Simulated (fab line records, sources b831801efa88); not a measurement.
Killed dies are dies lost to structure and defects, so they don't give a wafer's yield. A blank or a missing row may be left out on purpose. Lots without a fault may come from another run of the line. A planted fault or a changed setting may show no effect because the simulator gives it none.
A struck lot beside a sound one | flow gf180mcu | 16 steps out of a route of 602
Sound: wafers L117.1, L117.5, L117.6. Struck: wafers L125.1, L125.4, L125.5. The cause comes at the end.
At each step with rows: each side's tool, then ch and its chambers, then its first start. Under that, the readings that differ: sound wafers | struck wafers | difference of the means | sigmas: that difference in standard deviations of wafers without a fault.
alike: readings whose means differ by less than 2 such deviations, and words and numbers that are the same on both sides. not compared: withheld readings, readings that some wafer has no value for, bounds like >300 that may hide the same value, and numbers for which the record gives no deviation and whose values overlap.
The two part at a step that has a row with sigmas, a row that says differs or no value, or rows on one side only. Numbers that don't overlap but have no deviation are shown without sigmas and don't part them. A reading that every wafer of one side lacks parts them only if that side has two wafers or more.

first, 1 step without rows for these wafers: GF_HV_LDD_IMPLANT_09.
GF_HV_LDD_STRIP_10: strips in O2/N2.
  sound on plasma_asher-03 ch 0,1, day 10 17:20; struck on plasma_asher-01 ch 0,1, day 13 10:05
  alike: drypump_motor_current_A, heater_power_w, oes_product_au, strip_time_to_endpoint_s
  not compared: rf_hours_counter_h
GF_HV_LDD_TW_MEAS_11:
  sound on film_metro-03, day 10 17:26; struck on film_metro-03, day 13 10:11
  alike: HV_LDD_TW
then, 7 steps without rows for these wafers: GF_HV_LDD_DEHYDRATE_12 (time 60 s); GF_HV_LDD_HMDS_13 (prime time 60 s); GF_HV_LDD_COAT_14 (resist thk 1000 nm); GF_HV_LDD_SOFTBAKE_15 (time 60 s); GF_HV_LDD_EXPOSE_16 (exposes mask Pplus LV AREA, target cd 400 nm); GF_HV_LDD_PEB_17; GF_HV_LDD_DEVELOP_18 (develop time 60 s).
GF_HV_LDD_CD_MEAS_19: target cd 400 nm.
  sound on cd_sem-02, day 11 11:53; struck on cd_sem-01, day 14 07:29
  alike: cd_nm
GF_HV_LDD_OVL_MEAS_20:
  sound on overlay-02, day 11 12:00; struck on overlay-01, day 14 07:36
  alike: HV_LDD_01_OVL
GF_HV_LDD_IMPLANT_21:
  sound on implanter-03 ch 0, day 11 12:02; struck on implanter-04 ch 0, day 14 07:38
  reading                   | sound             | struck            | difference | sigmas
  implant_ion_amu           | 49 49 49          | 11 11 11          | -38        |
  model.implant.rp_nm (nm)  | 20.87 20.87 20.87 | 84.51 84.51 84.51 | +63.64     |
  model.implant.drp_nm (nm) | 11.41 11.41 11.41 | 35.62 35.62 35.62 | +24.21     |
  alike: faraday_current_uA
GF_HV_LDD_STRIP_22: strips in O2/N2.
  sound on plasma_asher-03 ch 0,1, day 11 12:11; struck on plasma_asher-02 ch 1, day 14 07:47
  reading                     | sound          | struck         | difference | sigmas
  drypump_motor_current_A (A) | 6.20 5.71 6.18 | 5.38 5.36 5.37 | -0.66      | -2
  alike: heater_power_w, oes_product_au, strip_time_to_endpoint_s
  not compared: rf_hours_counter_h
GF_HV_LDD_TW_MEAS_23:
  sound on film_metro-03, day 11 12:17; struck on film_metro-04, day 14 08:11
  reading     | sound          | struck      | difference | sigmas
  HV_LDD_2_TW | 1051 1047 1042 | 657 656 653 | -391       | -53
  not compared: hold
GF_PASSIVATION_PROBE_99:
  the record has rows for the sound wafers here (prober-02, day 29 19:23) and none for the struck ones

WHERE THEY PART
First at GF_HV_LDD_STRIP_22; last, within this record, at GF_PASSIVATION_PROBE_99.

WHY: what the simulator had put in
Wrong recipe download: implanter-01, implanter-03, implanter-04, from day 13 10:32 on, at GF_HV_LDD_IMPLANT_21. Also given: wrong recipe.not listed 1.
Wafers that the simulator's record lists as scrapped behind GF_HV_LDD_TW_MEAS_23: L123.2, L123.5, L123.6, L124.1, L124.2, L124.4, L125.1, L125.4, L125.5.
